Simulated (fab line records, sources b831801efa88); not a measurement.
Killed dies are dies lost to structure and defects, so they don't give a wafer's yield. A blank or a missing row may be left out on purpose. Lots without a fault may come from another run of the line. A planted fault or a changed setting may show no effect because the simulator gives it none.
Which tool did it? | flow gf180mcu | 12 lots, 35 wafers sampled, at 5 steps of a route of 602

WHAT THE GAUGES READ, wafer by wafer
GF_V4_BOW_MEAS_05. Usual: V4_BOW 131 um, standard deviation 10.
lot  | measured     | on            | V4_BOW (um) | flag
L903 | day 23 21:10 | film_metro-04 | 153 147 152 |
L904 | day 24 08:44 | film_metro-04 | 137 133 136 |
L905 | day 24 18:34 | film_metro-03 | 136 128 137 |
L906 | day 25 00:13 | film_metro-01 | 124 127 127 |
L907 | day 25 13:14 | film_metro-03 | 135 121 126 |
L908 | day 25 21:14 | film_metro-04 | 143 134 138 |
L910 | day 26 08:47 | film_metro-01 | 130 125     |
L916 | day 28 03:06 | film_metro-03 | 137 142 137 |
L917 | day 28 11:51 | film_metro-04 | 131 129 135 |
L919 | day 28 23:53 | film_metro-04 | 140 129 160 |
L922 | day 29 18:20 | film_metro-04 | 135 133 131 |
L924 | day 30 11:59 | film_metro-03 | 140 120 125 |

GF_MIM_THK_MEAS_06. Usual: MIM_CVD_05_THK 41.9 nm, standard deviation 0.55.
lot  | measured     | on            | MIM_CVD_05_THK (nm) | flag
L903 | day 24 20:42 | film_metro-03 | 41.4 41.1 42.3      |
L904 | day 25 08:52 | film_metro-04 | 41.6 41.8 42.5      |
L905 | day 25 17:38 | film_metro-03 | 40.8 42.2 42.3      |
L906 | day 25 22:23 | film_metro-03 | 42.0 41.5 43.2      |
L907 | day 26 12:46 | film_metro-04 | 41.2 42.5 41.3      |
L908 | day 26 20:10 | film_metro-04 | 41.5 41.6 41.7      |
L910 | day 27 07:11 | film_metro-03 | 39.9 40.8           |
L916 | day 29 00:26 | film_metro-02 | 42.2 41.9 43.1      |
L917 | day 29 08:34 | film_metro-04 | 41.2 41.6 42.0      |
L919 | day 29 20:30 | film_metro-04 | 42.8 42.4 42.2      |
L922 | day 30 14:53 | film_metro-02 | 42.6 43.4 42.3      |
L924 | day 31 07:00 | film_metro-04 | 41.7 41.2 41.7      |

WHICH TOOL RAN EACH LOT (tool, then ch and the chambers of the sampled wafers, then the start)
lot  | GF_MIM_SPUTTER_00            | GF_MIM_SPUTTER_03            | GF_MIM_CVD_05
L903 | pvd_sputter-02, day 24 20:27 | pvd_sputter-02, day 24 20:37 | pecvd-02 ch 0,1,2, day 24 20:40
L904 | pvd_sputter-03, day 25 08:36 | pvd_sputter-03, day 25 08:46 | pecvd-01 ch 0,2, day 25 08:49
L905 | pvd_sputter-01, day 25 17:23 | pvd_sputter-01, day 25 17:32 | pecvd-03 ch 0,1, day 25 17:36
L906 | pvd_sputter-02, day 25 22:08 | pvd_sputter-02, day 25 22:17 | pecvd-01 ch 0,2, day 25 22:21
L907 | pvd_sputter-01, day 26 12:29 | pvd_sputter-01, day 26 12:38 | pecvd-02 ch 0,1,2, day 26 12:42
L908 | pvd_sputter-02, day 26 19:53 | pvd_sputter-02, day 26 20:03 | pecvd-02 ch 0,2, day 26 20:07
L910 | pvd_sputter-03, day 27 06:56 | pvd_sputter-03, day 27 07:05 | pecvd-02 ch 0,1, day 27 07:09
L916 | pvd_sputter-01, day 29 00:11 | pvd_sputter-01, day 29 00:21 | pecvd-01 ch 0,2, day 29 00:25
L917 | pvd_sputter-03, day 29 08:18 | pvd_sputter-03, day 29 08:28 | pecvd-01 ch 1,2, day 29 08:31
L919 | pvd_sputter-02, day 29 20:15 | pvd_sputter-02, day 29 20:25 | pecvd-03 ch 0,1,2, day 29 20:28
L922 | pvd_sputter-01, day 30 14:37 | pvd_sputter-01, day 30 14:47 | pecvd-03 ch 0,1,2, day 30 14:50
L924 | pvd_sputter-02, day 31 06:44 | pvd_sputter-02, day 31 06:55 | pecvd-03 ch 0,1, day 31 06:58
- GF_MIM_SPUTTER_00: material Ti, target thk 37.5 nm, time 150 s.
- GF_MIM_SPUTTER_03: material Ti, target thk 10 nm, time 6.7 s.
- GF_MIM_CVD_05: deposits Si3N4, target thk 42 nm, time 29.086 s.

WHAT THE TOOLS THEMSELVES READ (means of the sampled wafers that have a number; where no wafer has one, the mark that the record gives instead)
GF_MIM_SPUTTER_00. Usual: cathode_dc_power_W 4000.0 W, standard deviation 0.71; throttle_valve_pct 29.6 %, standard deviation 0.83.
lot  | tool           | cathode_dc_power_W (W) | throttle_valve_pct (%) | flag
L903 | pvd_sputter-02 | 3999.7                 | 30.1                   |
L904 | pvd_sputter-03 | 3999.9                 | 29.0                   |
L905 | pvd_sputter-01 | 3999.7                 | 29.9                   |
L906 | pvd_sputter-02 | 4000.2                 | 29.8                   |
L907 | pvd_sputter-01 | 4000.3                 | 29.7                   |
L908 | pvd_sputter-02 | 4000.4                 | 28.9                   |
L910 | pvd_sputter-03 | 4001.1                 | 29.6                   |
L916 | pvd_sputter-01 | 3999.7                 | 30.1                   |
L917 | pvd_sputter-03 | 3999.5                 | 29.2                   |
L919 | pvd_sputter-02 | 3999.5                 | 29.0                   |
L922 | pvd_sputter-01 | 3999.6                 | 29.6                   |
L924 | pvd_sputter-02 | 4000.0                 | 30.0                   |

GF_MIM_SPUTTER_03. Usual: cathode_dc_power_W 3000.0 W, standard deviation 0.5; throttle_valve_pct 29.7 %, standard deviation 0.81.
lot  | tool           | cathode_dc_power_W (W) | throttle_valve_pct (%) | flag
L903 | pvd_sputter-02 | 3000.1                 | 30.0                   |
L904 | pvd_sputter-03 | 3000.4                 | 29.1                   |
L905 | pvd_sputter-01 | 3000.1                 | 30.0                   |
L906 | pvd_sputter-02 | 2999.9                 | 30.0                   |
L907 | pvd_sputter-01 | 3000.1                 | 29.6                   |
L908 | pvd_sputter-02 | 2999.7                 | 29.1                   |
L910 | pvd_sputter-03 | 3000.6                 | 29.6                   |
L916 | pvd_sputter-01 | 2999.7                 | 30.1                   |
L917 | pvd_sputter-03 | 3000.3                 | 29.3                   |
L919 | pvd_sputter-02 | 3000.2                 | 28.9                   |
L922 | pvd_sputter-01 | 3000.0                 | 29.6                   |
L924 | pvd_sputter-02 | 2999.9                 | 30.0                   |

GF_MIM_CVD_05. Usual: heater_power_w 672 W, standard deviation 110; run_length_s 57.0 s, standard deviation 0.47.
lot  | tool     | heater_power_w (W) | run_length_s (s) | flag
L903 | pecvd-02 | 755                | 56.7             |
L904 | pecvd-01 | 642                | 56.6             |
L905 | pecvd-03 | 560                | 57.3             |
L906 | pecvd-01 | 645                | 56.7             |
L907 | pecvd-02 | 796                | 56.7             |
L908 | pecvd-02 | 631                | 57.1             |
L910 | pecvd-02 | 814                | 56.2             |
L916 | pecvd-01 | 591                | 56.8             |
L917 | pecvd-01 | 675                | 57.1             |
L919 | pecvd-03 | 596                | 57.0             |
L922 | pecvd-03 | 612                | 57.0             |
L924 | pecvd-03 | 598                | 56.9             |

THE ANSWER, worked out from the rows above alone
Rule: a lot is off if the mean of its wafers that have a number lies more than 3 standard deviations from the usual mean. A lot without any number at a reading at which 4 lots or more have one is off too. The other lots that the step has rows for count as sound. The gauges are gone through in route order, then the tools' own readings, and for those a lot's mean is taken as printed above. The first step at which some lot is off is used, and at that step the reading that is off furthest; a lot without a number counts as furthest.
No lot is off at any reading shown: from this, nothing can be told.

WHAT THE SIMULATOR HAD PUT IN
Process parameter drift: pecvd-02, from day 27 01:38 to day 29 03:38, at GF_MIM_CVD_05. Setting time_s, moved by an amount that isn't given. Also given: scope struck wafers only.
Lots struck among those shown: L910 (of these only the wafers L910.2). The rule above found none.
